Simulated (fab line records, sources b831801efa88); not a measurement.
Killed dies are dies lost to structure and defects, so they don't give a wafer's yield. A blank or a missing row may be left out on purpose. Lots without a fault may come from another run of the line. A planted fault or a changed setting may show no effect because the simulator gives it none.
A struck lot beside a sound one | flow sky130 | 18 steps out of a route of 708
Sound: wafers L723.3, L723.5, L723.6. Struck: wafers L740.1, L740.4, L740.6. The cause comes at the end.
At each step with rows: each side's tool, then ch and its chambers, then its first start. Under that, the readings that differ: sound wafers | struck wafers | difference of the means | sigmas: that difference in standard deviations of wafers without a fault.
alike: readings whose means differ by less than 2 such deviations, and words and numbers that are the same on both sides. not compared: withheld readings, readings that some wafer has no value for, bounds like >300 that may hide the same value, and numbers for which the record gives no deviation and whose values overlap.
The two part at a step that has a row with sigmas, a row that says differs or no value, or rows on one side only. Numbers that don't overlap but have no deviation are shown without sigmas and don't part them. A reading that every wafer of one side lacks parts them only if that side has two wafers or more.

first, 3 steps without rows for these wafers: SKY_VIA1_EXPOSE_09 (exposes mask VIM, target cd 150 nm); SKY_VIA1_PEB_10; SKY_VIA1_DEVELOP_11 (develop time 60 s).
SKY_VIA1_CD_MEAS_12: target cd 150 nm.
  sound on cd_sem-02, day 35 02:55; struck on cd_sem-01, day 39 19:22
  reading    | sound             | struck            | difference | sigmas
  cd_nm (nm) | 146.6 148.5 148.0 | 152.7 152.0 154.4 | +5.3       | +3
SKY_VIA1_OVL_MEAS_13:
  sound on overlay-02, day 35 03:00; struck on overlay-01, day 39 19:29
  alike: VIA1_OVL
SKY_VIA1_ETCH_14: etches BARC in N2/H2, stops on SiO2, time 45.9 s, target depth 60 nm.
  sound on rie_diel-02 ch 0,2,3, day 35 03:01; struck on rie_diel-02 ch 0,2, day 39 19:31
  alike: drypump_motor_current_A, oes_product_au, throttle_valve_pct
  not compared: rf_hours_counter_h
SKY_VIA1_ETCH_15: etches SiO2 in C4F8/O2/Ar, stops on TiN, target depth 351 nm, time 54 s.
  sound on rie_diel-02 ch 0,2,3, day 35 03:04; struck on rie_diel-02 ch 0,2, day 39 19:34
  alike: oes_product_au
  not compared: rf_hours_counter_h
SKY_VIA1_STRIP_16: strips in O2/N2.
  sound on plasma_asher-04 ch 0,1, day 35 03:08; struck on plasma_asher-02 ch 0,1, day 39 19:37
  alike: drypump_motor_current_A, oes_product_au, strip_time_to_endpoint_s
  not compared: rf_hours_counter_h
then, 3 steps without rows for these wafers: SKY_VIA1_STRIP_17 (strips in post etch residue remover, time 1200 s); SKY_VIA1_CLEAN_18 (cleans in IPA, time 180 s); SKY_VIA1_CLEAN_19 (cleans in O3/DIW).
SKY_VIA1_SPUTTER_20: material TiN, target thk 20 nm, time 80 s.
  sound on pvd_sputter-03, day 35 03:44; struck on pvd_sputter-04, day 39 20:13
  alike: cathode_dc_power_W, throttle_valve_pct
SKY_VIA1_CVD_21: deposits W, target thk 270 nm, time 80.902 s.
  sound on cvd_w-02 ch 0, day 35 03:52; struck on cvd_w-02 ch 0, day 39 20:16
  reading                            | sound             | struck            | difference | sigmas
  model.W_of_VIA1_CVD_21.thk_nm (nm) | 271.3 272.7 266.5 | 187.4 187.8 186.6 | -82.9      |
  alike: chamber_pressure_Torr, heater_power_w
SKY_VIA1_RS_MEAS_22: measures by four-point-probe.
  sound on film_metro-01, day 35 04:01; struck on film_metro-01, day 39 20:22
  reading            | sound             | struck            | difference | sigmas
  VIA1_W_RS (ohm/sq) | 0.425 0.422 0.432 | 0.618 0.618 0.621 | +0.193     | +43
SKY_VIA1_THK_MEAS_23: measures by xrf.
  sound on film_metro-01, day 35 04:07; struck on film_metro-01, day 39 20:29
  reading         | sound       | struck      | difference | sigmas
  VIA1_W_THK (nm) | 285 285 280 | 195 197 194 | -88        | -27
SKY_VIA1_CMP_24: polishes, stops on SiO2, t overpolish 15 s, target thk 0 nm.
  sound on cmp-01 ch 0,1, day 35 04:13; struck on cmp-02 ch 0,1,3, day 39 20:35
  reading                | sound          | struck         | difference | sigmas
  time_to_endpoint_s (s) | 60.1 62.3 59.2 | 46.0 41.6 46.6 | -15.8      | -6
  alike: edge_zone_pressure_frac, motor_current_A
SKY_METAL2_SPUTTER_00: material Ti, target thk 15 nm, time 10 s.
  sound on pvd_sputter-02, day 35 04:28; struck on pvd_sputter-02, day 39 20:50
  alike: cathode_dc_power_W, throttle_valve_pct
SKY_PAD_OPEN_PROBE_99:
  the record has rows for the sound wafers here (prober-02, day 46 17:25) and none for the struck ones

WHERE THEY PART
First at SKY_VIA1_CD_MEAS_12; last, within this record, at SKY_PAD_OPEN_PROBE_99.

WHY: what the simulator had put in
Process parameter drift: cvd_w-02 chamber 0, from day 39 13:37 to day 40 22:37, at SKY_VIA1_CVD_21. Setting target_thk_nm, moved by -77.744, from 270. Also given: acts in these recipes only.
